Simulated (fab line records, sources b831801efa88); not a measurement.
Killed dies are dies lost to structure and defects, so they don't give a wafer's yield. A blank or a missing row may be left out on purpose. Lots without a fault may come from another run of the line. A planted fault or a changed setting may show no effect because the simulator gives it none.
fab line records | flow sky130
record lots=12 wafers=36 last_day=50
route steps=708 shown METAL3@567 VIA3@582 METAL4@599 PAD_OPEN@708
lots that met no fault: from a run of the same line without faults
start_h: hours from the record's first day to the start of the lot's first wafer shown | wait_h: hours since the lot's step before | " the same as in the row above | L1.1+2: a row that stands for several wafers | - no value, or no start given | * or withheld: withheld | < > ~ a bound
route shown NAME@n: a module of which the file shows steps, and the number in the route of the first | usual: mean/standard deviation of fault-free wafers | same: alike in all rows | chamber/n: place in a boat | sites: the reading at each site | _std_site: their standard deviation | _edge_site: outer sites' mean less inner sites' | radius_mm: how far each site lies from the wafer's centre | mask NAME#n: copy n | behind: the tool/chamber that last shaped the wafer | hold: why the lot was held/for how many hours/how that ended | device: the transistor (n, p or np) that didn't switch | end of line: the same wafers' tests at the end of the route | a step without rows: its recipe alone | killed: dies lost to structure and defects at the first sort, not the wafer's yield | map: a wafer's dies, x killed, . not, _ none there
set.NAME: the setting as run; set.NAME@STEP: as run at that earlier step | model.NAME: the simulator's own value behind a step, which no gauge read
steps of the route over a sample of lots; a table a step, a row a wafer
services: from which hour (start_h, from the record's first day; less than 0 if before it) a tool's chamber was out of use, for how many hours, and why
## steps
# step SKY_METAL3_ETCH_17
# recipe target=SiO2 stop_on=TiN chemistry=C4F8/O2/Ar source_w=1500 bias_w=1200 pressure_mtorr=40 c4f8_flow_sccm=withheld O2_flow_sccm=6 Ar_flow_sccm=300 time_s=3.9 target_depth_a=150
# usual bias_w=1200/3.5 oes_product_au=0.753/0.0064
# same time_s=3.9
# columns lot.wafer tool chamber start_h wait_h bias_w oes_product_au
L156.1 rie_diel-04 1 914.68 0.1 1203 0.759
L156.4 " 2 " " 1203 0.759
L156.6 " 3 " " 1206 0.759
L157.2 rie_diel-01 3 916.50 0.1 1204 0.739
L157.4 " 2 " " 1200 0.756
L157.5 " 0 " " 1204 0.754
L161.1 rie_diel-03 0 942.68 0.1 1200 0.743
L161.2 " 3 " " 1198 0.748
L161.6 " 0 " " 1201 0.750
L163.1 rie_diel-01 1 954.03 0.1 1205 0.753
L163.2 " 2 " " 1203 0.751
L163.3 " 3 " " 1192 0.753
L164.1 rie_diel-04 2 964.93 0.1 1202 0.750
L164.3 " 3 " " 1202 0.753
L164.6 " 0 " " 1199 0.759
L165.1 rie_diel-01 0 972.93 0.1 1197 0.746
L165.2 " 3 " " 1206 0.753
L165.4 " 1 " " 1196 0.749
L167.2 rie_diel-04 2 986.18 0.1 1200 0.747
L167.4 " 3 " " 1203 0.746
L167.6 " 0 " " 1207 0.753
L169.3 rie_diel-01 1 997.35 0.0 1197 0.745
L169.4 " 0 " " 1200 0.765
L169.5 " 0 " " 1200 0.764
L173.3 rie_diel-01 1 1020.48 0.0 1194 0.752
L173.4 " 2 " " 1206 0.751
L173.6 " 3 " " 1201 0.758
L174.1 rie_diel-03 0 1027.65 0.1 1203 0.757
L174.2 " 1 " " 1201 0.748
L174.3 " 3 " " 1199 0.753
L175.4 rie_diel-04 0 1036.18 0.0 1200 0.758
L175.5 " 3 " " 1202 0.759
L175.6 " 2 " " 1201 0.756
L179.3 rie_diel-04 0 1060.33 0.0 1200 0.748
L179.5 " 2 " " 1200 0.766
L179.6 " 3 " " 1207 0.766
# step SKY_VIA3_EXPOSE_09
# recipe mask_id=VIM3 na=0.8 source_shape=annular sigma_inner=0.55 sigma_outer=0.85 target_cd_nm=200 dose_mj=38
# usual exposure_dose_mJ_cm2=37.95/0.053
# columns lot.wafer tool chamber start_h wait_h mask exposure_dose_mJ_cm2
L156.1 krf_scanner-01 0 929.04 - VIM3#0 37.95
L156.4 " 0 " " VIM3#0 37.97
L156.6 " 0 " " VIM3#0 37.97
L157.2 krf_scanner-01 0 931.43 - VIM3#0 37.96
L157.4 " 0 " " VIM3#0 37.90
L157.5 " 0 " " VIM3#0 37.96
L161.1 krf_scanner-01 0 957.04 - VIM3#0 37.92
L161.2 " 0 " " VIM3#0 37.86
L161.6 " 0 " " VIM3#0 37.90
L163.1 krf_scanner-02 0 967.07 - VIM3#0 38.01
L163.2 " 0 " " VIM3#0 38.03
L163.3 " 0 " " VIM3#0 37.99
L164.1 krf_scanner-01 0 979.18 - VIM3#0 37.90
L164.3 " 0 " " VIM3#0 37.95
L164.6 " 0 " " VIM3#0 37.94
L165.1 krf_scanner-01 0 987.51 - VIM3#0 37.97
L165.2 " 0 " " VIM3#0 37.91
L165.4 " 0 " " VIM3#0 37.98
L167.2 krf_scanner-02 0 999.16 - VIM3#0 38.02
L167.4 " 0 " " VIM3#0 37.98
L167.6 " 0 " " VIM3#0 38.00
L169.3 krf_scanner-01 0 1011.16 - VIM3#0 37.91
L169.4 " 0 " " VIM3#0 37.91
L169.5 " 0 " " VIM3#0 37.87
L173.3 krf_scanner-01 0 1033.60 - VIM3#0 39.19
L173.4 " 0 " " VIM3#0 39.27
L173.6 " 0 " " VIM3#0 39.19
L174.1 krf_scanner-01 0 1039.94 - VIM3#0 39.14
L174.2 " 0 " " VIM3#0 39.16
L174.3 " 0 " " VIM3#0 39.18
L175.4 krf_scanner-01 0 1048.02 - VIM3#0 40.20
L175.5 " 0 " " VIM3#0 40.25
L175.6 " 0 " " VIM3#0 40.20
L179.3 krf_scanner-02 0 1071.98 - VIM3#0 37.97
L179.5 " 0 " " VIM3#0 38.00
L179.6 " 0 " " VIM3#0 37.99
# step SKY_VIA3_CD_MEAS_12
# recipe target_cd_nm=200
# usual cd_nm=200.0/1.2
# columns lot.wafer tool chamber start_h wait_h cd_nm
L156.1 cd_sem-02 - 940.59 - 201.0
L156.4 " - " " 199.4
L156.6 " - " " 200.9
L157.2 cd_sem-01 - 943.18 - 201.4
L157.4 " - " " 200.8
L157.5 " - " " 198.8
L161.1 cd_sem-02 - 968.63 - 199.5
L161.2 " - " " 199.8
L161.6 " - " " 200.3
L163.1 cd_sem-01 - 979.19 - 200.6
L163.2 " - " " 200.4
L163.3 " - " " 199.8
L164.1 cd_sem-01 - 990.18 - 198.6
L164.3 " - " " 200.0
L164.6 " - " " 200.1
L165.1 cd_sem-02 - 998.21 - 202.2
L165.2 " - " " 202.3
L165.4 " - " " 201.0
L167.2 cd_sem-02 - 1011.03 - 199.6
L167.4 " - " " 197.8
L167.6 " - " " 198.7
L169.3 cd_sem-01 - 1022.05 - 201.0
L169.4 " - " " 201.1
L169.5 " - " " 200.4
L173.3 cd_sem-01 - 1043.95 - 162.2
L173.4 " - " " 173.1
L173.6 " - " " 183.1
L174.1 cd_sem-02 - 1051.01 - 177.7
L174.2 " - " " 187.0
L174.3 " - " " 165.2
L175.4 cd_sem-02 - 1058.94 - 200.0
L175.5 " - " " 196.4
L175.6 " - " " 203.6
L179.3 cd_sem-01 - 1082.22 - 199.4
L179.5 " - " " 198.7
L179.6 " - " " 199.9
# step SKY_VIA3_SPUTTER_20
# recipe material=TiN target_thk_nm=20 chamber_pressure_pa=5 power_w=4000 time_s=80
# usual throttle_valve_pct=30.5/1
# same time_s=80
# columns lot.wafer tool chamber start_h wait_h throttle_valve_pct
L156.1 pvd_sputter-04 - 941.44 0.0 30.2
L156.4 " - " " 30.2
L156.6 " - " " 29.9
L157.2 pvd_sputter-03 - 944.02 0.0 32.4
L157.4 " - " " 29.3
L157.5 " - " " 32.5
L161.1 pvd_sputter-02 - 969.92 0.0 29.7
L161.2 " - " " 29.0
L161.6 " - " " 30.0
L163.1 pvd_sputter-03 - 980.09 0.0 32.3
L163.2 " - " " 30.1
L163.3 " - " " 29.6
L164.1 pvd_sputter-03 - 991.03 0.0 30.2
L164.3 " - " " 32.5
L164.6 " - " " 32.3
L165.1 pvd_sputter-04 - 999.06 0.0 30.8
L165.2 " - " " 30.1
L165.4 " - " " 30.2
L167.2 pvd_sputter-03 - 1011.97 0.0 29.4
L167.4 " - " " 31.4
L167.6 " - " " 31.3
L169.3 pvd_sputter-03 - 1022.94 0.0 32.5
L169.4 " - " " 29.3
L169.5 " - " " 31.5
L173.3 pvd_sputter-02 - 1044.76 0.0 31.1
L173.4 " - " " 30.5
L173.6 " - " " 29.8
L174.1 pvd_sputter-03 - 1051.91 0.0 31.4
L174.2 " - " " 29.6
L174.3 " - " " 30.0
L175.4 pvd_sputter-03 - 1059.74 0.0 32.6
L175.5 " - " " 30.3
L175.6 " - " " 32.5
L179.3 pvd_sputter-02 - 1083.03 0.0 29.2
L179.5 " - " " 29.5
L179.6 " - " " 30.3
# step SKY_METAL4_SPUTTER_01
# recipe material=TiN target_thk_nm=20 power_w=6500 time_s=16.7 chamber_pressure_pa=0.4
# usual throttle_valve_pct=30.1/1.2
# same time_s=16.7
# columns lot.wafer tool chamber start_h wait_h throttle_valve_pct
L156.1 pvd_sputter-04 - 942.13 0.0 33.0
L156.4 " - " " 30.1
L156.6 " - " " 32.9
L157.2 pvd_sputter-04 - 944.71 0.0 31.1
L157.4 " - " " 30.0
L157.5 " - " " 33.2
L161.1 pvd_sputter-01 - 970.60 0.0 28.7
L161.2 " - " " 29.4
L161.6 " - " " 30.6
L163.1 pvd_sputter-04 - 980.78 0.0 30.1
L163.2 " - " " 30.0
L163.3 " - " " 33.1
L164.1 pvd_sputter-04 - 991.77 0.0 32.8
L164.3 " - " " 30.3
L164.6 " - " " 30.1
L165.1 pvd_sputter-01 - 999.75 0.0 30.5
L165.2 " - " " 29.8
L165.4 " - " " 28.4
L167.2 pvd_sputter-01 - 1012.66 0.0 29.8
L167.4 " - " " 30.7
L167.6 " - " " 29.1
L169.3 pvd_sputter-01 - 1023.62 0.0 28.4
L169.4 " - " " 29.1
L169.5 " - " " 30.5
L173.3 pvd_sputter-01 - 1045.45 0.0 28.9
L173.4 " - " " 29.0
L173.6 " - " " 29.4
L174.1 pvd_sputter-01 - 1052.59 0.0 28.8
L174.2 " - " " 28.7
L174.3 " - " " 30.1
L175.4 pvd_sputter-02 - 1060.43 0.0 30.3
L175.5 " - " " 30.7
L175.6 " - " " 30.1
L179.3 pvd_sputter-04 - 1083.72 0.0 30.1
L179.5 " - " " 31.1
L179.6 " - " " 32.8
# step SKY_PAD_OPEN_PROBE_99
# usual killed_at_M0_to_M3=44/7.3 killed_at_M4_up=3.4/1.8 killed_at_contacts=24/5.8 killed_at_front_end=15/4.9 killed_at_other=0.4/0.63 killed_dies=86/11 killed_open=47/8 killed_short=39/6.5
# same gross_dies=492 killed_at_back_side=0
# columns lot.wafer tool chamber start_h wait_h killed_at_M0_to_M3 killed_at_M4_up killed_at_contacts killed_at_front_end killed_at_other killed_dies killed_open killed_short
L156.1 prober-01 - 1084.31 0.1 50 2 29 11 2 94 55 39
L156.4 prober-01 - 1084.46 0.2 50 4 16 10 0 80 48 31
L156.6 prober-01 - 1084.56 0.2 42 7 33 27 0 109 59 50
L163.1 prober-01 - 1118.93 0.1 49 2 28 16 0 95 57 38
L163.2 prober-01 - 1118.98 0.1 46 4 25 18 0 93 60 33
L163.3 prober-01 - 1119.03 0.2 37 1 28 8 0 74 41 33
L164.1 prober-01 - 1127.17 0.1 45 2 25 10 1 83 40 43
L164.3 prober-01 - 1127.27 0.2 46 2 14 11 1 74 45 29
L164.6 prober-01 - 1127.42 0.2 51 2 31 14 0 98 59 39
L165.1 prober-02 - 1135.36 0.1 46 2 27 11 0 86 37 48
L165.2 prober-02 - 1135.41 0.1 29 3 26 21 0 79 45 34
L165.4 prober-02 - 1135.51 0.2 42 8 31 13 1 95 47 48
L167.2 prober-02 - 1145.26 0.1 52 3 18 24 1 98 45 52
L167.4 prober-02 - 1145.36 0.2 41 4 24 11 0 80 49 31
L167.6 prober-02 - 1145.46 0.2 37 4 28 19 1 89 53 36
L169.3 prober-02 - 1154.77 0.2 44 1 39 16 1 101 55 45
L169.4 prober-02 - 1154.82 0.2 39 5 22 12 0 78 36 42
L169.5 prober-02 - 1154.87 0.2 47 2 20 12 2 83 47 36
L173.3 prober-01 - 1170.99 0.2 277 3 23 27 0 330 50 43
L173.4 prober-01 - 1171.04 0.2 137 4 27 13 3 184 45 44
L173.6 prober-01 - 1171.14 0.2 41 7 31 12 1 92 48 42
L174.1 prober-01 - 1177.35 0.1 56 5 24 13 1 99 56 39
L174.2 prober-01 - 1177.40 0.1 44 2 24 15 0 85 48 36
L174.3 prober-01 - 1177.45 0.2 253 2 25 20 0 300 62 40
L175.4 prober-02 - 1182.46 0.2 58 4 21 13 0 96 56 40
L175.5 prober-02 - 1182.51 0.2 45 5 22 15 0 87 48 39
L175.6 prober-02 - 1182.56 0.2 50 1 14 20 0 85 42 43
# killed by level:class
L156.1 VIA1:geometric_particle:open=12 LI_CONTACT:geometric_particle:open=10 VIA3:geometric_particle:open=10 POLY_GATE:geometric_particle:open=6 VIA1:geometric_particle:short=6 VIA2:geometric_particle:open=6 LOCAL_INTERCONNECT:geometric_particle:short=5 CONTACT:geometric_particle:short=5
L156.4 VIA1:geometric_particle:open=16 CONTACT:geometric_particle:open=6 METAL1:geometric_particle:short=6 METAL2:geometric_particle:short=6 VIA2:geometric_particle:open=6 POLY_GATE:geometric_particle:open=5 LI_CONTACT:geometric_particle:open=5 VIA3:geometric_particle:open=5
L156.6 LI_CONTACT:geometric_particle:open=11 CONTACT:geometric_particle:open=10 VIA1:geometric_particle:open=8 METAL2:geometric_particle:short=7 VIA3:geometric_particle:open=7 POLY_GATE:geometric_particle:short=6 LOCAL_INTERCONNECT:geometric_particle:short=6 FIELD_ISO:geometric_particle:short=5
L163.1 VIA1:geometric_particle:open=11 LI_CONTACT:geometric_particle:open=9 CONTACT:geometric_particle:open=9 VIA3:geometric_particle:open=9 VIA1:geometric_particle:short=6 VIA2:geometric_particle:open=6 FIELD_ISO:geometric_particle:open=5 METAL1:geometric_particle:short=5
L163.2 CONTACT:geometric_particle:open=13 VIA1:geometric_particle:open=10 FIELD_ISO:geometric_particle:open=9 VIA3:geometric_particle:open=8 LI_CONTACT:geometric_particle:open=8 VIA2:geometric_particle:open=6 VIA1:geometric_particle:short=5 POLY_GATE:geometric_particle:short=4
L163.3 CONTACT:geometric_particle:open=9 LI_CONTACT:geometric_particle:open=8 VIA1:geometric_particle:open=7 VIA2:geometric_particle:open=6 METAL1:geometric_particle:short=6 FIELD_ISO:geometric_particle:short=4 VIA3:geometric_particle:open=4 LOCAL_INTERCONNECT:geometric_particle:short=4
L164.1 CONTACT:geometric_particle:open=9 VIA2:geometric_particle:open=6 VIA1:geometric_particle:short=6 VIA1:geometric_particle:open=6 METAL2:geometric_particle:short=6 LI_CONTACT:geometric_particle:open=5 VIA3:geometric_particle:short=5 VIA3:geometric_particle:open=5
L164.3 VIA3:geometric_particle:open=13 VIA2:geometric_particle:open=8 VIA1:geometric_particle:open=7 CONTACT:geometric_particle:open=6 FIELD_ISO:geometric_particle:short=5 METAL1:geometric_particle:short=5 LI_CONTACT:geometric_particle:open=3 METAL2:geometric_particle:short=3
L164.6 CONTACT:geometric_particle:open=16 VIA3:geometric_particle:open=12 VIA1:geometric_particle:open=8 LI_CONTACT:geometric_particle:open=7 VIA1:geometric_particle:short=7 VIA2:geometric_particle:open=6 POLY_GATE:geometric_particle:short=5 CONTACT:geometric_particle:short=4
L165.1 VIA1:geometric_particle:open=13 METAL2:geometric_particle:short=8 CONTACT:geometric_particle:open=7 METAL1:geometric_particle:short=7 LOCAL_INTERCONNECT:geometric_particle:short=6 VIA3:geometric_particle:open=6 LI_CONTACT:geometric_particle:short=4 LI_CONTACT:geometric_particle:open=4
L165.2 FIELD_ISO:geometric_particle:open=10 CONTACT:geometric_particle:open=9 LOCAL_INTERCONNECT:geometric_particle:short=7 METAL1:geometric_particle:short=6 LI_CONTACT:geometric_particle:open=5 VIA3:geometric_particle:open=5 FIELD_ISO:geometric_particle:short=4 VIA2:geometric_particle:open=4
L165.4 VIA3:geometric_particle:open=9 LI_CONTACT:geometric_particle:open=9 VIA2:geometric_particle:open=8 CONTACT:geometric_particle:open=7 METAL1:geometric_particle:short=7 CONTACT:geometric_particle:short=6 METAL2:geometric_particle:short=5 METAL4:geometric_particle:short=5
L167.2 METAL1:geometric_particle:short=9 FIELD_ISO:geometric_particle:short=8 VIA3:geometric_particle:open=8 LI_CONTACT:geometric_particle:open=7 VIA1:geometric_particle:open=7 CONTACT:geometric_particle:open=5 VIA1:geometric_particle:short=5 VIA2:geometric_particle:short=5
L167.4 CONTACT:geometric_particle:open=12 VIA1:geometric_particle:open=8 METAL2:geometric_particle:open=7 VIA2:geometric_particle:open=7 FIELD_ISO:geometric_particle:open=4 METAL1:geometric_particle:short=4 METAL2:geometric_particle:short=4 LOCAL_INTERCONNECT:geometric_particle:short=3
L167.6 CONTACT:geometric_particle:open=11 LI_CONTACT:geometric_particle:open=9 FIELD_ISO:geometric_particle:short=8 VIA1:geometric_particle:open=8 VIA2:geometric_particle:open=7 VIA3:geometric_particle:open=7 POLY_GATE:geometric_particle:open=4 LOCAL_INTERCONNECT:geometric_particle:short=4
L169.3 CONTACT:geometric_particle:open=12 VIA3:geometric_particle:open=9 CONTACT:geometric_particle:short=8 VIA1:geometric_particle:open=8 LI_CONTACT:geometric_particle:open=7 LOCAL_INTERCONNECT:geometric_particle:short=7 FIELD_ISO:geometric_particle:open=5 VIA2:geometric_particle:open=5
L169.4 CONTACT:geometric_particle:open=10 METAL2:geometric_particle:short=8 VIA1:geometric_particle:open=8 METAL4:geometric_particle:short=5 VIA3:geometric_particle:open=5 LI_CONTACT:geometric_particle:open=4 CONTACT:geometric_particle:short=4 METAL1:geometric_particle:short=4
L169.5 VIA1:geometric_particle:open=9 VIA2:geometric_particle:open=9 VIA3:geometric_particle:open=8 LI_CONTACT:geometric_particle:open=7 METAL2:geometric_particle:short=7 CONTACT:geometric_particle:short=4 CONTACT:geometric_particle:open=4 POLY_GATE:geometric_particle:short=3
L173.3 VIA3:area_expose=237 CONTACT:geometric_particle:open=9 VIA1:geometric_particle:open=9 POLY_GATE:geometric_particle:open=8 VIA2:geometric_particle:open=8 METAL2:geometric_particle:short=6 FIELD_ISO:geometric_particle:short=5 LOCAL_INTERCONNECT:geometric_particle:short=5
L173.4 VIA3:area_expose=93 VIA1:geometric_particle:open=10 LI_CONTACT:geometric_particle:open=8 METAL2:geometric_particle:short=8 VIA1:geometric_particle:short=7 VIA2:geometric_particle:open=7 LOCAL_INTERCONNECT:geometric_particle:short=6 METAL1:geometric_particle:short=5
L173.6 CONTACT:geometric_particle:open=10 LI_CONTACT:geometric_particle:open=9 VIA3:geometric_particle:open=8 METAL1:geometric_particle:short=7 LI_CONTACT:geometric_particle:short=6 VIA1:geometric_particle:short=6 VIA1:geometric_particle:open=6 FIELD_ISO:geometric_particle:short=5
L174.1 VIA1:geometric_particle:open=12 CONTACT:geometric_particle:open=10 VIA2:geometric_particle:open=10 VIA3:geometric_particle:open=7 FIELD_ISO:geometric_particle:short=6 LI_CONTACT:geometric_particle:open=6 METAL1:geometric_particle:short=6 METAL1:geometric_particle:open=5
L174.2 CONTACT:geometric_particle:open=11 VIA2:geometric_particle:open=10 VIA1:geometric_particle:open=7 LI_CONTACT:geometric_particle:open=6 METAL2:geometric_particle:short=6 VIA3:geometric_particle:open=5 FIELD_ISO:geometric_particle:short=4 LI_CONTACT:geometric_particle:short=4
L174.3 VIA3:area_expose=198 CONTACT:geometric_particle:open=12 VIA1:geometric_particle:open=12 VIA3:geometric_particle:open=10 METAL1:geometric_particle:short=8 VIA1:geometric_particle:short=7 VIA2:geometric_particle:open=7 POLY_GATE:geometric_particle:short=6
L175.4 VIA1:geometric_particle:open=18 VIA1:geometric_particle:short=11 VIA3:geometric_particle:open=11 LI_CONTACT:geometric_particle:open=6 CONTACT:geometric_particle:open=5 CONTACT:geometric_particle:short=5 METAL1:geometric_particle:short=5 POLY_GATE:geometric_particle:open=4
L175.5 VIA3:geometric_particle:open=10 METAL1:geometric_particle:short=9 CONTACT:geometric_particle:open=7 LI_CONTACT:geometric_particle:open=6 VIA1:geometric_particle:open=6 FIELD_ISO:geometric_particle:open=5 VIA2:geometric_particle:short=4 VIA1:geometric_particle:short=4
L175.6 VIA1:geometric_particle:short=11 VIA1:geometric_particle:open=10 POLY_GATE:geometric_particle:short=7 VIA3:geometric_particle:open=7 CONTACT:geometric_particle:open=6 METAL2:geometric_particle:short=6 VIA2:geometric_particle:open=5 FIELD_ISO:geometric_particle:open=4
## services
# columns tool chamber start_h hours kind
krf_scanner-02 - 894.83 0.8 pm
rie_diel-01 3 910.74 1.6 repair
krf_scanner-01 - 915.76 1.0 pm
krf_scanner-02 - 919.60 1.0 pm
pvd_sputter-01 - 944.64 1.7 repair
rie_diel-03 - 944.98 15.6 pm
krf_scanner-01 - 950.76 0.8 pm
krf_scanner-02 - 971.49 1.3 pm
krf_scanner-01 - 975.21 1.3 pm
krf_scanner-02 - 977.74 1.3 repair
krf_scanner-02 0 980.27 - calibration
pvd_sputter-03 - 994.82 4.9 repair
pvd_sputter-04 - 1009.03 2.0 repair
krf_scanner-01 - 1017.75 3.4 repair
rie_diel-01 3 1026.02 4.9 repair
rie_diel-03 2 1028.07 7.8 repair
krf_scanner-01 0 1033.97 - calibration
krf_scanner-01 - 1049.14 3.6 pm
rie_diel-04 - 1060.45 0.4 repair
krf_scanner-02 - 1063.63 0.8 pm
rie_diel-03 2 1063.76 22.2 repair
rie_diel-01 0 1066.77 13.1 repair
rie_diel-03 1 1074.69 2.7 repair
rie_diel-04 3 1081.50 2.5 repair
## key
first_sign step=SKY_VIA3_EXPOSE_09 reading=exposure_dose_mJ_cm2 direction=up sigmas=30 usual=* struck=*
effect step=SKY_VIA3_CD_MEAS_12 reading=cd_nm direction=down sigmas=14 usual=200.0 struck=183.1 wafers_moved=7 through=control_loop
effect step=SKY_PAD_OPEN_PROBE_99 reading=killed_at_M0_to_M3 direction=up sigmas=8.7 usual=44 struck=107 wafers_moved=3
more_kills_born_at SKY_VIA3_EXPOSE_09@krf_scanner-01=534
met_at SKY_VIA3_EXPOSE_09
struck_lots L173,L174,L175
tester_left_out L173,L175
loop_trim step=SKY_VIA3_EXPOSE_09 setting=dose lots=L173,L174,L175
not_acting_at SKY_METAL3_ETCH_17,SKY_VIA3_SPUTTER_20,SKY_METAL4_SPUTTER_01
onset_between 1011.16 1033.60
earlier_fault kind=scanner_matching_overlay tool=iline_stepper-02 chamber=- onset_h=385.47 steps=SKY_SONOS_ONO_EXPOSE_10 offset=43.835
earlier_fault kind=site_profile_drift tool=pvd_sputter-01 chamber=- onset_h=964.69 steps=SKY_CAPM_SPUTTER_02 basis=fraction max_abs_drift=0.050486 slope_share_per_hr=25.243 site_pattern=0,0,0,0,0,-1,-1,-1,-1
fault kind=process_parameter_drift tool=krf_scanner-01 chamber=- onset_h=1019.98 steps=SKY_VIA3_EXPOSE_09 channel=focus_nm offset=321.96 spread_by_wafer=0.3 shape=step
# tester_left_out: of these lots the tester's yield and bins aren't shown, on N5 and GAA mostly nor the transistor test; their killed dies are dies lost to structure and defects alone, not to doping, threshold or leakage, so they don't give the yield
# loop_trim: a control loop set the setting to another value than it would have without faults
